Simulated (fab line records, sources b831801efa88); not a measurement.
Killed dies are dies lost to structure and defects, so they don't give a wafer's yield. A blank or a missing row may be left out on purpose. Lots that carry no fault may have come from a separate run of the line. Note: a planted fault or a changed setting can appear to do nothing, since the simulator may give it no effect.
Which tool was responsible? ; flow gf180mcu ; Sampling: 12 lots, 36 wafers, 3 of 602 route steps

== WHAT THE GAUGES READ, wafer by wafer ==
GF_HV_LDD_THK_MEAS_57.
lot;measured;on;HV_LDD_CVD_56_THK (nm)
L177;day 12 13:32;film_metro-01;91.2 89.3 89.7
L178;day 13 07:53;film_metro-02;89.9 88.4 88.3
L179;day 13 09:47;film_metro-01;91.5 91.1 90.4
L186;day 15 17:28;film_metro-04;90.7 91.1 91.2
L190;day 16 19:15;film_metro-04;90.0 89.5 89.3
L194;day 18 06:46;film_metro-01;89.6 88.9 89.3
L195;day 18 09:54;film_metro-01;90.9 90.6 90.4
L196;day 18 18:10;film_metro-02;91.7 90.8 91.5
L197;day 19 04:17;film_metro-01;90.6 91.4 91.2
L198;day 19 15:19;film_metro-04;91.0 90.2 90.6
L199;day 19 18:58;film_metro-04;90.0 89.2 90.3
L200;day 20 00:24;film_metro-02;90.7 90.9 90.4

GF_SALICIDE_RS_MEAS_04: measurement is done with a four-point probe.
lot;measured;on;SALICIDE_TIN_RS (ohm/sq)
L177;day 15 05:04;film_metro-03;16.6 16.0 16.5
L178;day 16 01:52;film_metro-03;16.1 15.8 16.1
L179;day 16 03:00;film_metro-03;16.3 16.1 16.0
L186;day 18 14:38;film_metro-02;16.6 16.2 16.2
L190;day 19 19:46;film_metro-03;16.6 16.1 16.2
L194;day 21 08:31;film_metro-03;16.1 16.3 16.4
L195;day 21 11:46;film_metro-03;16.7 16.3 16.6
L196;day 21 17:43;film_metro-04;15.9 15.9 15.9
L197;day 22 04:44;film_metro-03;16.0 16.4 16.1
L198;day 22 15:33;film_metro-03;16.6 16.2 16.2
L199;day 22 19:13;film_metro-03;15.8 15.9 15.8
L200;day 23 00:11;film_metro-04;16.6 16.5 16.1

== WHAT TOOL EACH LOT RAN ON (gives the tool, then ch and the chambers of the sampled wafers, and finally the start) ==
lot;GF_SAB_ETCH_11
L177;rie_diel-01 ch 0,2,3, day 15 04:34
L178;rie_diel-01 ch 0,2,3, day 16 01:26
L179;rie_diel-03 ch 0,1, day 16 02:25
L186;rie_diel-03 ch 0,2, day 18 14:13
L190;rie_diel-01 ch 0,1,2, day 19 19:19
L194;rie_diel-04 ch 0,1,2, day 21 08:07
L195;rie_diel-01 ch 0,1,3, day 21 11:19
L196;rie_diel-01 ch 0,1,3, day 21 17:19
L197;rie_diel-03 ch 0,3, day 22 04:19
L198;rie_diel-03 ch 0,1,2, day 22 15:10
L199;rie_diel-01 ch 0,1,2, day 22 18:49
L200;rie_diel-04 ch 1,2,3, day 22 23:37
- GF_SAB_ETCH_11: etches SiO2 in C4F8/O2/Ar, target depth 55 nm, time 8.5 s.

== AS READ BY THE TOOLS THEMSELVES (means over the sampled wafers that have a number; for cases with no such wafer, the mark the record gives instead) ==
GF_SAB_ETCH_11.
lot;tool;oes_product_au (a.u.);rf_fwd_power_W (W)
L177;rie_diel-01;1.012;1479
L178;rie_diel-01;1.005;1476
L179;rie_diel-03;0.999;1474
L186;rie_diel-03;1.008;1550
L190;rie_diel-01;1.007;1469
L194;rie_diel-04;1.004;1482
L195;rie_diel-01;1.007;1478
L196;rie_diel-01;1.002;1479
L197;rie_diel-03;0.991;1472
L198;rie_diel-03;0.998;1468
L199;rie_diel-01;1.001;1474
L200;rie_diel-04;0.982;1482

== THE ANSWER, worked out from the rows above alone ==
Rule: usual is defined by the lots themselves. Put in order of their means at a reading, lots are off if they are a third of the lots or fewer, leave a main group of 4 or more, and stand apart from it by a gap of 3 or more times the standard deviation of the main group's means; of several such gaps the widest counts. If all means in a main group match to the digits the tables above print for the reading, that group is not used. A lot without any number at a reading at which 4 lots or more have one is off too. Any other lot the step has rows for is counted as sound. The gauges are gone through in route order, then the tools' own readings, and for those a lot's mean is taken as printed above. The first step at which some lot is off is used, and at that step the reading that is off furthest; a lot without a number counts as furthest.
Off: L186, at GF_SAB_ETCH_11 (rf_fwd_power_W). For the main group the mean is 1476 W and the standard deviation 4.6.
A tool fits if, at that step or a process step before it, it ran every lot that is off, and no sound lot after the first of them. Of those tried, none fits.

== WHAT THE SIMULATOR PUT IN ==
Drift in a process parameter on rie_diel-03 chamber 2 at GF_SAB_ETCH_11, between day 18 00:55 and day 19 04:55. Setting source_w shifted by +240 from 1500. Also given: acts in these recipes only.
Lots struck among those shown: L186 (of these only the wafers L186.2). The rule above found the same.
